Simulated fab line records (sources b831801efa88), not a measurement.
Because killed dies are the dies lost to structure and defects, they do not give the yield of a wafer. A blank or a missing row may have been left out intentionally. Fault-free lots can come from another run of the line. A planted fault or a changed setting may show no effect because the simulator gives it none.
fab line records ; flow sky130
[record] lots = 6; wafers = 18; last-day = 50
route steps=708 shown LDD_N@245 LDD_P@255 PAD_OPEN@708
lots that met no fault: taken from a fault-free run of the same line
start-h: hours from the record's opening day to when the first of the lot's shown wafers began ; wait-h: hours since the lot's step before ; " as in the row above ; L1.1+2: a single row standing in for several wafers ; - no value present, or no start provided ; * or withheld: withheld ; < > ~ a bound
route shown NAME@n: a module of which the file shows steps, and the number in the route of the first ; usual: mean and standard deviation over wafers with no fault ; same: alike in all rows ; chamber/n: place in a boat ; sites: per-site readings ; _std_site: standard deviation of those values ; _edge_site: inner sites' mean taken away from outer sites' mean ; radius-mm: how far each site lies from the wafer's centre ; mask NAME#n: copy n ; behind: the most recent tool/chamber to have shaped the wafer ; hold: what put the lot on hold/how long, in hours/how the hold closed ; device: whichever transistor did not switch (one of n, p or np) ; end of line: the same wafers' tests at the end of the route ; a step given without rows: its recipe and nothing more ; killed: dies lost to structure and defects at the first sort, not the wafer's yield ; map: the dies of a wafer, with x for killed, . for not killed, _ for no die there
set.NAME: setting as actually run; set.NAME@STEP: the setting as run at that earlier step ; model.NAME: the simulator's own value behind a step, which no gauge read
certain route steps with their lots: each step a table, each wafer a row
services: the hour from which a tool's chamber was out of use, counted from the record's first day as start-h (under 0 if before that day), plus the number of hours and why
[[steps]]
[step SKY_LDD_N_IMPLANT_08]
[recipe] species = As; energy-kev = 20; dose-cm2 = 7.5e+13; tilt-deg = withheld; rotation-deg = 23
[step SKY_LDD_N_IMPLANT_09]
[recipe] species = As; energy-kev = 20; dose-cm2 = 7.5e+13; tilt-deg = withheld; rotation-deg = 113
[step SKY_LDD_N_IMPLANT_10]
[recipe] species = As; energy-kev = 20; dose-cm2 = 7.5e+13; tilt-deg = withheld; rotation-deg = 203
[step SKY_LDD_N_IMPLANT_11]
[recipe] species = As; energy-kev = 20; dose-cm2 = 7.5e+13; tilt-deg = withheld; rotation-deg = 293
[step SKY_LDD_N_IMPLANT_12]
[recipe] species = BF2; energy-kev = 50; dose-cm2 = 5e+12; tilt-deg = 30; rotation-deg = 0
[step SKY_LDD_N_IMPLANT_13]
[recipe] species = BF2; energy-kev = 50; dose-cm2 = 5e+12; tilt-deg = 30; rotation-deg = 90
[step SKY_LDD_N_IMPLANT_14]
[recipe] species = BF2; energy-kev = 50; dose-cm2 = 5e+12; tilt-deg = 30; rotation-deg = 180
[step SKY_LDD_N_IMPLANT_15]
[recipe] species = BF2; energy-kev = 50; dose-cm2 = 5e+12; tilt-deg = 30; rotation-deg = 270
[step SKY_LDD_N_STRIP_16]
[recipe] chemistry = O2/N2; power-w = 1400; pressure-mtorr = 1500; platen-temp-c = withheld; o2-flow-sccm = 3000; n2-flow-sccm = 300; overash-fraction = 0.5
[usual] drypump-motor-current-A = 5.8/0.36; oes-product-au = 0.406/0.0046; strip-time-to-endpoint-s = 4.314/0.015
lot.wafer;tool;chamber;start-h;wait-h;drypump-motor-current-A;oes-product-au;rf-hours-counter-h;strip-time-to-endpoint-s
L710.3;plasma-asher-01;1;415.14;0.1;5.5;0.399;-;4.306
L710.4;plasma-asher-01;0;415.14;0.1;6.2;0.410;-;4.323
L710.5;plasma-asher-01;0;415.14;0.1;6.2;0.407;-;4.336
L716.2;plasma-asher-01;0;479.14;0.1;6.2;0.403;65;4.297
L716.3;plasma-asher-01;0;479.14;0.1;6.2;0.403;-;4.309
L716.6;plasma-asher-01;1;479.14;0.1;5.6;0.403;-;4.290
L717.2;plasma-asher-01;0;485.33;0.1;6.2;0.408;66;4.319
L717.3;plasma-asher-01;1;485.33;0.1;5.6;0.411;-;4.324
L717.4;plasma-asher-01;0;485.33;0.1;6.2;0.408;-;4.316
L724.1;plasma-asher-04;1;548.26;0.1;4.9;0.401;12;4.308
L724.4;plasma-asher-04;1;548.26;0.1;4.9;0.406;-;4.305
L724.6;plasma-asher-04;1;548.26;0.1;4.9;0.395;-;4.297
L725.1;plasma-asher-01;1;555.53;0.1;5.6;0.406;73;4.304
L725.4;plasma-asher-01;0;555.53;0.1;6.2;0.404;-;4.313
L725.6;plasma-asher-01;1;555.53;0.1;5.6;0.403;-;4.303
L731.1;plasma-asher-02;1;629.21;0.1;6.1;0.401;52;4.328
L731.3;plasma-asher-02;1;629.21;0.1;6.0;0.402;-;4.338
L731.5;plasma-asher-02;0;629.21;0.1;5.8;0.398;-;4.326
[step SKY_LDD_N_TW_MEAS_17]
[usual] LDD_N_TW = 2574/18
lot.wafer;tool;chamber;start-h;wait-h;LDD_N_TW
L710.3;film-metro-01;-;415.23;0.1;2548
L710.4;film-metro-01;-;415.23;0.1;2552
L710.5;film-metro-01;-;415.23;0.1;2539
L716.2;film-metro-02;-;479.25;0.1;2577
L716.3;film-metro-02;-;479.25;0.1;2576
L716.6;film-metro-02;-;479.25;0.1;2579
L717.2;film-metro-02;-;485.44;0.1;2578
L717.3;film-metro-02;-;485.44;0.1;2593
L717.4;film-metro-02;-;485.44;0.1;2593
L724.1;film-metro-03;-;548.36;0.1;2590
L724.4;film-metro-03;-;548.36;0.1;2567
L724.6;film-metro-03;-;548.36;0.1;2576
L725.1;film-metro-03;-;555.63;0.1;2588
L725.4;film-metro-03;-;555.63;0.1;2586
L725.6;film-metro-03;-;555.63;0.1;2577
L731.1;film-metro-02;-;629.31;0.1;2582
L731.3;film-metro-02;-;629.31;0.1;2581
L731.5;film-metro-02;-;629.31;0.1;2588
[step SKY_LDD_P_DEHYDRATE_00]
[recipe] temp-c = 200; time-s = 60
[step SKY_LDD_P_HMDS_01]
[recipe] prime-time-s = 60; prime-temp-c = 120
[step SKY_LDD_P_COAT_02]
[recipe] resist = NOVOLAK; spin-rpm = 3000; resist-thk-nm = 1140
[usual] resist-line-temp-C = 22.95/0.11
lot.wafer;tool;chamber;start-h;wait-h;resist-line-temp-C;model.NOVOLAK_of_LDD_P_COAT_02.thk-nm
L710.3;litho-track-04;0;429.99;0.1;23.04;1141
L710.4;litho-track-04;0;429.99;0.1;22.87;1142
L710.5;litho-track-04;0;429.99;0.1;22.88;1141
L716.2;litho-track-02;0;493.76;0.1;23.01;1097
L716.3;litho-track-02;0;493.76;0.1;23.12;1096
L716.6;litho-track-02;0;493.76;0.1;22.83;1097
L717.2;litho-track-02;0;500.31;0.1;22.99;1097
L717.3;litho-track-02;0;500.31;0.1;23.13;1099
L717.4;litho-track-02;0;500.31;0.1;22.92;1099
L724.1;litho-track-01;0;562.45;0.1;22.91;1143
L724.4;litho-track-01;0;562.45;0.1;23.01;1144
L724.6;litho-track-01;0;562.45;0.1;22.88;1144
L725.1;litho-track-04;0;569.39;0.1;22.83;1138
L725.4;litho-track-04;0;569.39;0.1;22.74;1139
L725.6;litho-track-04;0;569.39;0.1;22.64;1139
L731.1;litho-track-02;0;642.44;0.1;22.86;1141
L731.3;litho-track-02;0;642.44;0.1;22.99;1140
L731.5;litho-track-02;0;642.44;0.1;22.72;1139
[step SKY_LDD_P_SOFTBAKE_03]
[recipe] temp-c = 90; time-s = 60; resist = NOVOLAK
[step SKY_LDD_P_EXPOSE_04]
[recipe] mask-id = PSDM; na = 0.6; source-shape = conventional; sigma-outer = 0.6; polarization = unpolarized; target-cd-nm = 380; dose-mj = 138
[step SKY_LDD_P_PEB_05]
[recipe] temp-c = withheld; time-s = *; resist = NOVOLAK
[step SKY_LDD_P_DEVELOP_06]
[recipe] resist = NOVOLAK; developer = TMAH; develop-time-s = 60; dev-temp-c = 23
[usual] resist-line-temp-C = 22.99/0.1
lot.wafer;tool;chamber;start-h;wait-h;resist-line-temp-C;model.NOVOLAK_of_LDD_P_COAT_02.thk-nm
L710.3;litho-track-01;0;446.00;0.1;22.90;1141
L710.4;litho-track-01;0;446.00;0.1;23.03;1142
L710.5;litho-track-01;0;446.00;0.1;22.86;1141
L716.2;litho-track-04;0;509.57;0.1;22.97;1097
L716.3;litho-track-04;0;509.57;0.1;23.14;1096
L716.6;litho-track-04;0;509.57;0.1;23.02;1097
L717.2;litho-track-01;0;515.43;0.1;23.10;1096
L717.3;litho-track-01;0;515.43;0.1;23.03;1098
L717.4;litho-track-01;0;515.43;0.1;23.02;1099
L724.1;litho-track-02;0;575.74;0.1;23.15;1142
L724.4;litho-track-02;0;575.74;0.1;23.07;1144
L724.6;litho-track-02;0;575.74;0.1;22.93;1143
L725.1;litho-track-01;0;584.15;0.1;22.96;1138
L725.4;litho-track-01;0;584.15;0.1;22.96;1139
L725.6;litho-track-01;0;584.15;0.1;22.91;1139
L731.1;litho-track-04;0;657.49;0.1;22.88;1141
L731.3;litho-track-04;0;657.49;0.1;23.06;1139
L731.5;litho-track-04;0;657.49;0.1;22.89;1138
[step SKY_LDD_P_CD_MEAS_07]
[recipe] target-cd-nm = 380
[usual] cd-nm = 379.7/2.8
lot.wafer;tool;chamber;start-h;wait-h;cd-nm
L710.3;cd-sem-02;-;446.14;0.1;379.2
L710.4;cd-sem-02;-;446.14;0.1;381.8
L710.5;cd-sem-02;-;446.14;0.1;381.8
L716.2;cd-sem-01;-;509.71;0.1;380.1
L716.3;cd-sem-01;-;509.71;0.1;382.0
L716.6;cd-sem-01;-;509.71;0.1;379.0
L717.2;cd-sem-01;-;515.57;0.1;387.0
L717.3;cd-sem-01;-;515.57;0.1;385.5
L717.4;cd-sem-01;-;515.57;0.1;386.9
L724.1;cd-sem-01;-;575.89;0.1;376.7
L724.4;cd-sem-01;-;575.89;0.1;378.7
L724.6;cd-sem-01;-;575.89;0.1;377.7
L725.1;cd-sem-02;-;584.30;0.1;380.6
L725.4;cd-sem-02;-;584.30;0.1;383.1
L725.6;cd-sem-02;-;584.30;0.1;384.9
L731.1;cd-sem-02;-;657.64;0.1;374.0
L731.3;cd-sem-02;-;657.64;0.1;375.3
L731.5;cd-sem-02;-;657.64;0.1;372.8
[step SKY_LDD_P_OVL_MEAS_08]
[usual] LDD_P_OVL = 0.1/1.3
lot.wafer;tool;chamber;start-h;wait-h;LDD_P_OVL[nm]
L710.3;overlay-01;-;446.23;0.1;-0.6
L710.4;overlay-01;-;446.23;0.1;1.4
L710.5;overlay-01;-;446.23;0.1;-0.2
L716.2;overlay-02;-;509.82;0.1;0.7
L716.3;overlay-02;-;509.82;0.1;-0.6
L716.6;overlay-02;-;509.82;0.1;-0.9
L717.2;overlay-01;-;515.68;0.1;-0.6
L717.3;overlay-01;-;515.68;0.1;-0.4
L717.4;overlay-01;-;515.68;0.1;0.8
L724.1;overlay-02;-;576.01;0.1;3.4
L724.4;overlay-02;-;576.01;0.1;-0.7
L724.6;overlay-02;-;576.01;0.1;0.2
L725.1;overlay-01;-;584.42;0.1;-2.1
L725.4;overlay-01;-;584.42;0.1;-2.5
L725.6;overlay-01;-;584.42;0.1;-1.5
L731.1;overlay-02;-;657.76;0.1;-0.7
L731.3;overlay-02;-;657.76;0.1;-2.1
L731.5;overlay-02;-;657.76;0.1;-1.2
[step SKY_LDD_P_IMPLANT_09]
[recipe] species = BF2; energy-kev = 25; dose-cm2 = 1e+13; tilt-deg = withheld
[step SKY_LDD_P_STRIP_10]
[recipe] chemistry = O2/N2; power-w = 1400; pressure-mtorr = 1500; platen-temp-c = withheld; o2-flow-sccm = 3000; n2-flow-sccm = 300; overash-fraction = 0.5
[usual] drypump-motor-current-A = 5.9/0.3; oes-product-au = 0.716/0.0044; strip-time-to-endpoint-s = 14.19/0.039
lot.wafer;tool;chamber;start-h;wait-h;drypump-motor-current-A;oes-product-au;rf-hours-counter-h;strip-time-to-endpoint-s
L710.3;plasma-asher-03;1;446.44;0.1;6.3;0.713;-;14.18
L710.4;plasma-asher-03;0;446.44;0.1;5.5;0.714;-;14.18
L710.5;plasma-asher-03;1;446.44;0.1;6.3;0.719;-;14.20
L716.2;plasma-asher-02;0;510.00;0.1;5.8;0.719;39;13.67
L716.3;plasma-asher-02;0;510.00;0.1;5.8;0.714;-;13.65
L716.6;plasma-asher-02;0;510.00;0.1;5.8;0.721;-;13.68
L717.2;plasma-asher-01;0;515.86;0.1;6.2;0.724;69;13.67
L717.3;plasma-asher-01;0;515.86;0.1;6.2;0.711;-;13.68
L717.4;plasma-asher-01;1;515.86;0.1;5.6;0.708;-;13.71
L724.1;plasma-asher-03;1;576.19;0.1;6.3;0.720;87;14.19
L724.4;plasma-asher-03;0;576.19;0.1;5.6;0.723;-;14.22
L724.6;plasma-asher-03;1;576.19;0.1;6.3;0.718;-;14.24
L725.1;plasma-asher-01;1;584.61;0.1;5.5;0.711;76;14.17
L725.4;plasma-asher-01;0;584.61;0.1;6.2;0.710;-;14.17
L725.6;plasma-asher-01;1;584.61;0.1;5.6;0.721;-;14.17
L731.1;plasma-asher-02;1;657.95;0.1;6.1;0.714;55;14.21
L731.3;plasma-asher-02;0;657.95;0.1;5.8;0.711;-;14.16
L731.5;plasma-asher-02;0;657.95;0.1;5.8;0.707;-;14.17
[step SKY_LDD_P_TW_MEAS_11]
[usual] LDD_P_TW = 637/4.2
lot.wafer;tool;chamber;start-h;wait-h;LDD_P_TW
L710.3;film-metro-03;-;446.53;0.1;628
L710.4;film-metro-03;-;446.53;0.1;631
L710.5;film-metro-03;-;446.53;0.1;632
L716.2;film-metro-04;-;510.11;0.1;636
L716.3;film-metro-04;-;510.11;0.1;642
L716.6;film-metro-04;-;510.11;0.1;637
L717.2;film-metro-04;-;515.97;0.1;638
L717.3;film-metro-04;-;515.97;0.1;642
L717.4;film-metro-04;-;515.97;0.1;635
L724.1;film-metro-03;-;576.29;0.1;632
L724.4;film-metro-03;-;576.29;0.1;635
L724.6;film-metro-03;-;576.29;0.1;637
L725.1;film-metro-04;-;584.71;0.1;641
L725.4;film-metro-04;-;584.71;0.1;644
L725.6;film-metro-04;-;584.71;0.1;644
L731.1;film-metro-04;-;658.05;0.1;642
L731.3;film-metro-04;-;658.05;0.1;641
L731.5;film-metro-04;-;658.05;0.1;638
[step SKY_PAD_OPEN_PROBE_99]
[usual] killed_at_M0_to_M3 = 45/7.9; killed_at_M4_up = 2.9/1.8; killed-at-contacts = 25/5.5; killed-at-front-end = 16/4.4; killed-at-other = 0.3/0.58; killed-dies = 89/9.4; killed-open = 49/6.8; killed-short = 40/6.3
[same] gross-dies = 492; killed-at-back-side = 0
lot.wafer;tool;chamber;start-h;wait-h;killed_at_M0_to_M3;killed_at_M4_up;killed-at-contacts;killed-at-front-end;killed-at-other;killed-dies;killed-open;killed-short
L731.1;prober-01;-;1209.52;0.1;39;3;30;18;0;90;47;43
L731.3;prober-01;-;1209.62;0.2;46;4;29;12;0;91;47;44
L731.5;prober-01;-;1209.72;0.2;53;3;22;12;0;90;45;45
// killed by level:class
L731.1 VIA1:geometric-particle:open=15 CONTACT:geometric-particle:open=8 POLY_GATE:geometric-particle:short=7 LI_CONTACT:geometric-particle:open=6 CONTACT:geometric-particle:short=6 LOCAL_INTERCONNECT:geometric-particle:short=5 METAL1:geometric-particle:short=5 LI_CONTACT:geometric-particle:short=4
L731.3 CONTACT:geometric-particle:open=9 VIA3:geometric-particle:open=8 LI_CONTACT:geometric-particle:open=7 METAL2:geometric-particle:short=7 FIELD_ISO:geometric-particle:short=6 VIA1:geometric-particle:open=5 LOCAL_INTERCONNECT:geometric-particle:open=4 LOCAL_INTERCONNECT:geometric-particle:short=4
L731.5 VIA1:geometric-particle:open=10 VIA2:geometric-particle:short=7 VIA2:geometric-particle:open=7 LOCAL_INTERCONNECT:geometric-particle:short=6 METAL3:geometric-particle:short=6 LI_CONTACT:geometric-particle:open=5 CONTACT:geometric-particle:open=5 VIA1:geometric-particle:short=5
[[services]]
tool;chamber;start-h;hours;kind
plasma-asher-04;-;405.52;1.9;repair
plasma-asher-04;-;421.25;9.0;pm
plasma-asher-04;0;421.25;9.0;vent-cycle
plasma-asher-04;1;421.25;9.0;vent-cycle
plasma-asher-04;0;430.25;-;clean
plasma-asher-04;1;430.25;-;clean
plasma-asher-03;-;492.14;4.3;pm
plasma-asher-03;-;497.83;2.8;pm
plasma-asher-01;-;603.20;24.1;repair
plasma-asher-03;-;606.38;2.1;repair
plasma-asher-04;-;608.98;0.3;repair
[[key]]
[first-sign] step = SKY_LDD_P_STRIP_10; reading = strip-time-to-endpoint-s; direction = down; sigmas = 13; usual = *; struck = *
effect none on later readings
[model-effect] step = SKY_LDD_P_COAT_02; value = NOVOLAK_of_LDD_P_COAT_02.thk-nm; without = 1143; struck = 1097
[model-effect] step = SKY_LDD_P_DEVELOP_06; value = NOVOLAK_of_LDD_P_COAT_02.thk-nm; without = 1142; struck = 1097
met-at SKY_LDD_P_COAT_02
struck-wafers L716.2,L716.3,L716.6,L717.2,L717.3,L717.4
tester-left-out L716,L717
[fault] kind = process-parameter-drift; tool = litho-track-02; chamber = -; onset-h = 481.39; steps = SKY_LDD_P_COAT_02; channel = resist-thk-nm; offset = -45.127; shape = step; end-h = 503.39; acts-in = these-recipes-only; stated = 1140
// tester-left-out: of these lots the tester's yield and bins aren't shown, on N5 and GAA mostly nor the transistor test; their killed dies are dies lost to structure and defects alone, not to doping, threshold or leakage, so they don't give the yield
